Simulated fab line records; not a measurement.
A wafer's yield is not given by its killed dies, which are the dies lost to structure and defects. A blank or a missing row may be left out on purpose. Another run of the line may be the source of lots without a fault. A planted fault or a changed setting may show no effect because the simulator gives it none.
Which of the tools did it? | flow gf180mcu | Sampling: 14 lots, 42 wafers, 3 of 602 route steps

== WHAT THE GAUGES SHOWED, per wafer ==
GF_TOP_METAL_CD_MEAS_14 targets a cd of 440 nm.
lot  | measured     | on       | cdNm (nm)
L614 | day 27 20:49 | cdSem-01 | 441.7 438.9 438.4
L615 | day 28 01:41 | cdSem-01 | 440.4 440.0 438.5
L616 | day 28 12:56 | cdSem-02 | 442.7 440.9 441.1
L617 | day 28 18:22 | cdSem-02 | 442.6 442.8 444.0
L618 | day 29 09:54 | cdSem-02 | 438.9 438.2 436.3
L621 | day 30 06:40 | cdSem-02 | 442.2 441.6 441.4
L622 | day 30 22:54 | cdSem-01 | 438.7 437.4 439.6
L624 | day 31 08:12 | cdSem-02 | 435.6 439.4 436.2
L626 | day 31 23:17 | cdSem-02 | 435.5 434.0 436.4
L632 | day 33 03:02 | cdSem-02 | 439.9 439.8 437.0
L631 | day 33 06:55 | cdSem-02 | 440.6 441.9 440.8
L634 | day 33 17:02 | cdSem-01 | 438.0 438.9 439.9
L635 | day 33 19:32 | cdSem-02 | 437.7 437.8 440.6
L637 | day 34 06:23 | cdSem-02 | 441.5 444.8 442.0

== TOOL THAT RAN EACH LOT (tool first, then ch and the chambers of the sampled wafers, then the start) ==
lot  | GF_SALICIDE_WET_ETCH_01        | GF_TOP_METAL_SPUTTER_03
L614 | wetBench-02 ch 3, day 14 21:05 | pvdSputter-01, day 27 00:52
L615 | wetBench-03 ch 1, day 15 04:38 | pvdSputter-04, day 27 06:00
L616 | wetBench-02 ch 1, day 15 14:08 | pvdSputter-03, day 27 17:32
L617 | wetBench-04 ch 2, day 15 20:49 | pvdSputter-04, day 27 22:47
L618 | wetBench-02 ch 2, day 16 15:38 | pvdSputter-01, day 28 15:07
L621 | wetBench-04 ch 3, day 17 15:39 | pvdSputter-04, day 29 11:52
L622 | wetBench-03 ch 0, day 18 13:23 | pvdSputter-03, day 30 05:04
L624 | wetBench-04 ch 1, day 19 02:08 | pvdSputter-01, day 30 14:38
L626 | wetBench-04 ch 1, day 19 20:44 | pvdSputter-04, day 31 06:17
L632 | wetBench-02 ch 0, day 21 13:52 | pvdSputter-03, day 32 10:52
L631 | wetBench-02 ch 3, day 21 16:13 | pvdSputter-03, day 32 14:44
L634 | wetBench-04 ch 0, day 22 11:44 | pvdSputter-04, day 33 01:58
L635 | wetBench-03 ch 3, day 22 13:50 | pvdSputter-04, day 33 03:37
L637 | wetBench-04 ch 2, day 23 05:53 | pvdSputter-04, day 33 15:10
- GF_SALICIDE_WET_ETCH_01: etches SiO2 in dHF, target depth 5 nm, time 100 s.
- GF_TOP_METAL_SPUTTER_03: material Ti, target thk 5 nm, time 3.3 s.

== AS READ BY THE TOOLS THEMSELVES (means over the sampled wafers that have a number; for cases with no such wafer, the mark the record gives instead) ==
GF_SALICIDE_WET_ETCH_01.
lot  | tool        | tempC (C)
L614 | wetBench-02 | 24.93
L615 | wetBench-03 | 24.92
L616 | wetBench-02 | 25.01
L617 | wetBench-04 | 25.08
L618 | wetBench-02 | 25.07
L621 | wetBench-04 | 24.98
L622 | wetBench-03 | 25.04
L624 | wetBench-04 | 25.04
L626 | wetBench-04 | 25.03
L632 | wetBench-02 | 25.08
L631 | wetBench-02 | 25.00
L634 | wetBench-04 | 24.93
L635 | wetBench-03 | 24.99
L637 | wetBench-04 | 24.95

GF_TOP_METAL_SPUTTER_03.
lot  | tool          | throttleValvePct (%)
L614 | pvdSputter-01 | 29.3
L615 | pvdSputter-04 | 30.6
L616 | pvdSputter-03 | 30.3
L617 | pvdSputter-04 | 30.6
L618 | pvdSputter-01 | 29.1
L621 | pvdSputter-04 | 30.4
L622 | pvdSputter-03 | 29.6
L624 | pvdSputter-01 | 30.0
L626 | pvdSputter-04 | 29.5
L632 | pvdSputter-03 | 29.4
L631 | pvdSputter-03 | 29.9
L634 | pvdSputter-04 | 29.8
L635 | pvdSputter-04 | 31.7
L637 | pvdSputter-04 | 30.1

== THE ANSWER, worked out from the rows above alone ==
Rule: the usual values come from the lots themselves. The widest of any qualifying gaps counts: lots, ordered by their means at a reading, are off when they make up no more than a third of the lots, leave a main group of 4 or more, and stand apart from it by 3 or more times the standard deviation of that group's means. A main group whose means are all the same, to the digits that the tables above print for the reading, isn't used. A lot without any number at a reading at which 4 lots or more have one is off too. All remaining lots with rows at the step are treated as sound. Order of review: gauges by route order, followed by the tools' own readings, for which a lot's mean as printed above is used. The first step at which some lot is off is used, and at that step the reading that is off furthest; a lot without a number counts as furthest.
No lot is off on any of the readings shown, so nothing can be concluded from this.

== WHAT WAS PUT IN BY THE SIMULATOR ==
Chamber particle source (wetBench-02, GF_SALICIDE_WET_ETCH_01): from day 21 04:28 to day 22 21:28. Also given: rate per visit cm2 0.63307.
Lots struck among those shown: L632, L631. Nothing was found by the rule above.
